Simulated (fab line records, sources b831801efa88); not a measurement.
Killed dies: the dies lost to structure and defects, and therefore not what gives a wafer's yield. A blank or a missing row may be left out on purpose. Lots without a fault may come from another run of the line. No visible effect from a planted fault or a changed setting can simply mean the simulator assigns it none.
The tool behind it: which one? | flow sky130 | 14 lots, 42 wafers sampled, at 4 steps of a route of 708

## WHAT EACH GAUGE READ, for each wafer
Not one reading of a measure or inspect step in the record can be checked against a usual standard deviation.

## EACH LOT AND THE TOOL THAT RAN IT (in order: tool; ch and the chambers of the sampled wafers; start)
lot  | SKY_VIA2_CMP_02               | SKY_VIA2_SPUTTER_20          | SKY_VIA2_CMP_24               | SKY_METAL3_SPUTTER_00
L641 | cmp-01 ch 2,3, day 34 22:37   | pvd sputter-03, day 36 02:43 | cmp-02 ch 0,1,3, day 36 03:11 | pvd sputter-02, day 36 03:23
L642 | cmp-01 ch 0,1,2, day 35 03:04 | pvd sputter-01, day 36 07:01 | cmp-02 ch 0,2,3, day 36 07:23 | pvd sputter-03, day 36 07:41
L644 | cmp-02 ch 1,2,3, day 35 22:05 | pvd sputter-03, day 37 02:26 | cmp-02 ch 0,1,2, day 37 02:49 | pvd sputter-02, day 37 03:07
L646 | cmp-01 ch 0,1,3, day 36 15:02 | pvd sputter-01, day 37 18:28 | cmp-02 ch 0,1,3, day 37 18:50 | pvd sputter-02, day 37 19:08
L647 | cmp-01 ch 2,3, day 37 01:03   | pvd sputter-03, day 38 03:49 | cmp-01 ch 0,1,3, day 38 04:17 | pvd sputter-02, day 38 04:29
L648 | cmp-01 ch 1,2,3, day 37 11:59 | pvd sputter-03, day 38 14:37 | cmp-01 ch 0,1,3, day 38 15:05 | pvd sputter-02, day 38 15:17
L649 | cmp-02 ch 0,2,3, day 38 09:06 | pvd sputter-01, day 39 11:10 | cmp-02 ch 0,1,2, day 39 11:39 | pvd sputter-02, day 39 11:51
L652 | cmp-02 ch 1,2,3, day 38 20:31 | pvd sputter-04, day 39 23:10 | cmp-01 ch 0,3, day 39 23:33   | pvd sputter-02, day 39 23:51
L658 | cmp-01 ch 2,3, day 40 08:57   | pvd sputter-04, day 41 09:37 | cmp-02 ch 0,2,3, day 41 09:59 | pvd sputter-02, day 41 10:17
L660 | cmp-02 ch 0,1,3, day 41 02:59 | pvd sputter-03, day 42 04:16 | cmp-01 ch 0,1,3, day 42 04:41 | pvd sputter-02, day 42 04:56
L661 | cmp-01 ch 0,3, day 41 04:06   | pvd sputter-01, day 42 04:58 | cmp-01 ch 0,3, day 42 05:34   | pvd sputter-02, day 42 05:52
L662 | cmp-02 ch 0,3, day 41 11:38   | pvd sputter-01, day 42 12:23 | cmp-01 ch 1,2, day 42 12:49   | pvd sputter-03, day 42 13:04
L663 | cmp-01 ch 0,2,3, day 41 19:19 | pvd sputter-04, day 42 19:50 | cmp-01 ch 0,3, day 42 20:12   | pvd sputter-03, day 42 20:30
L664 | cmp-02 ch 0,1,2, day 42 04:28 | pvd sputter-04, day 43 04:23 | cmp-02 ch 1,3, day 43 04:48   | pvd sputter-03, day 43 05:03
- SKY_VIA2_CMP_02: polishes SiO2.
- SKY_VIA2_SPUTTER_20: material TiN, target thk 20 nm, time 80 s.
- SKY_VIA2_CMP_24: polishes, stops on SiO2, t overpolish 20 s, target thk 0 nm.
- SKY_METAL3_SPUTTER_00: material Ti, target thk 15 nm, time 10 s.

## WHAT THE TOOLS THEMSELVES READ (means of the sampled wafers that have a number; where no wafer has one, the mark that the record gives instead)
SKY_VIA2_CMP_02. Usual: motor current A 12.3 A, standard deviation 1.7.
lot  | tool   | motor current A (A) | flag
L641 | cmp-01 | 12.1                |
L642 | cmp-01 | 11.5                |
L644 | cmp-02 | 12.1                |
L646 | cmp-01 | 11.4                |
L647 | cmp-01 | 12.4                |
L648 | cmp-01 | 10.8                |
L649 | cmp-02 | 12.5                |
L652 | cmp-02 | 12.7                |
L658 | cmp-01 | 12.0                |
L660 | cmp-02 | 13.7                |
L661 | cmp-01 | 11.8                |
L662 | cmp-02 | 13.6                |
L663 | cmp-01 | 12.0                |
L664 | cmp-02 | 14.1                |

SKY_VIA2_SPUTTER_20. Usual: cathode dc power W 4000.0 W, standard deviation 0.71; chamber pressure pa 5.000 Pa, standard deviation 0.01; throttle valve pct 30.3 %, standard deviation 1.1.
lot  | tool           | cathode dc power W (W) | chamber pressure pa (Pa) | throttle valve pct (%) | flag
L641 | pvd sputter-03 | 4000.5                 | 4.997                    | 30.4                   |
L642 | pvd sputter-01 | 4000.2                 | 5.000                    | 30.4                   |
L644 | pvd sputter-03 | 4000.0                 | 5.008                    | 30.6                   |
L646 | pvd sputter-01 | 4000.3                 | 5.000                    | 30.4                   |
L647 | pvd sputter-03 | 4000.6                 | 4.994                    | 30.1                   |
L648 | pvd sputter-03 | 3999.9                 | 4.991                    | 30.3                   |
L649 | pvd sputter-01 | 4000.7                 | 5.003                    | 31.3                   |
L652 | pvd sputter-04 | 4000.3                 | 5.009                    | 29.1                   |
L658 | pvd sputter-04 | 4000.4                 | 5.002                    | 29.3                   |
L660 | pvd sputter-03 | 3999.8                 | 5.000                    | 30.5                   |
L661 | pvd sputter-01 | 4000.0                 | 4.999                    | 29.8                   |
L662 | pvd sputter-01 | 3999.3                 | 5.005                    | 30.6                   |
L663 | pvd sputter-04 | 4000.0                 | 4.997                    | 29.0                   |
L664 | pvd sputter-04 | 4000.3                 | 4.999                    | 29.0                   |

SKY_VIA2_CMP_24. Usual: motor current A 11.2 A, standard deviation 1.6; overpolish run s 19.999 s, standard deviation 0.0085; time to endpoint s 100 s, standard deviation 4.
lot  | tool   | motor current A (A) | overpolish run s (s) | time to endpoint s (s) | flag
L641 | cmp-02 | 12.4                | 19.998               | 103                    |
L642 | cmp-02 | 11.3                | 20.006               | 103                    |
L644 | cmp-02 | 12.7                | 19.997               | 103                    |
L646 | cmp-02 | 12.3                | 19.999               | 97                     |
L647 | cmp-01 | 10.3                | 20.004               | 104                    |
L648 | cmp-01 | 10.5                | 19.997               | 106                    |
L649 | cmp-02 | 12.2                | 19.993               | 100                    |
L652 | cmp-01 | 10.7                | 19.998               | 102                    |
L658 | cmp-02 | 11.0                | 19.999               | 97                     |
L660 | cmp-01 | 10.5                | 19.996               | 97                     |
L661 | cmp-01 | 10.7                | 19.996               | 101                    |
L662 | cmp-01 | 9.8                 | 19.998               | 95                     |
L663 | cmp-01 | 10.8                | 20.000               | 97                     |
L664 | cmp-02 | 11.0                | 20.005               | 104                    |

SKY_METAL3_SPUTTER_00. Usual: cathode dc power W 3000.0 W, standard deviation 0.5; chamber pressure pa 0.4000 Pa, standard deviation 0.00076; throttle valve pct 30.3 %, standard deviation 0.9.
lot  | tool           | cathode dc power W (W) | chamber pressure pa (Pa) | throttle valve pct (%) | flag
L641 | pvd sputter-02 | 2999.9                 | 0.4001                   | 30.4                   |
L642 | pvd sputter-03 | 2999.6                 | 0.4006                   | 30.4                   |
L644 | pvd sputter-02 | 2999.7                 | 0.3991                   | 30.4                   |
L646 | pvd sputter-02 | 3000.3                 | 0.4004                   | 30.6                   |
L647 | pvd sputter-02 | 3000.0                 | 0.4005                   | 31.0                   |
L648 | pvd sputter-02 | -                      | -                        | -                      | OFF
L649 | pvd sputter-02 | -                      | -                        | -                      | OFF
L652 | pvd sputter-02 | 2999.4                 | 0.4004                   | 30.6                   |
L658 | pvd sputter-02 | 3000.0                 | 0.4007                   | 30.0                   |
L660 | pvd sputter-02 | 3000.1                 | 0.4003                   | 30.6                   |
L661 | pvd sputter-02 | 2999.6                 | 0.4010                   | 30.0                   |
L662 | pvd sputter-03 | 3000.2                 | 0.3996                   | 29.7                   |
L663 | pvd sputter-03 | 2999.8                 | 0.4004                   | 30.8                   |
L664 | pvd sputter-03 | 3000.3                 | 0.4002                   | 30.9                   |

## THE ANSWER, worked out from the rows above alone
Rule: lot off if the mean of its wafers having a number is beyond 3 standard deviations from the usual mean. A lot without any number at a reading at which 4 lots or more have one is off too. Where the step has rows for the other lots, those lots are counted as sound. First the gauges in route order, then the tools' own readings, where a lot's mean is used as printed above. At the first step where some lot is off, the reading lying furthest off is the one used; lots without a number count as furthest.
Off: L648, L649 (SKY_METAL3_SPUTTER_00, cathode dc power W). Without a number there: L648, L649.
A tool fits if, at that step or a process step before it, it ran every lot that is off, and no sound lot after the first of them. None of those tried fits.

## WHAT HAD BEEN PUT IN BY THE SIMULATOR
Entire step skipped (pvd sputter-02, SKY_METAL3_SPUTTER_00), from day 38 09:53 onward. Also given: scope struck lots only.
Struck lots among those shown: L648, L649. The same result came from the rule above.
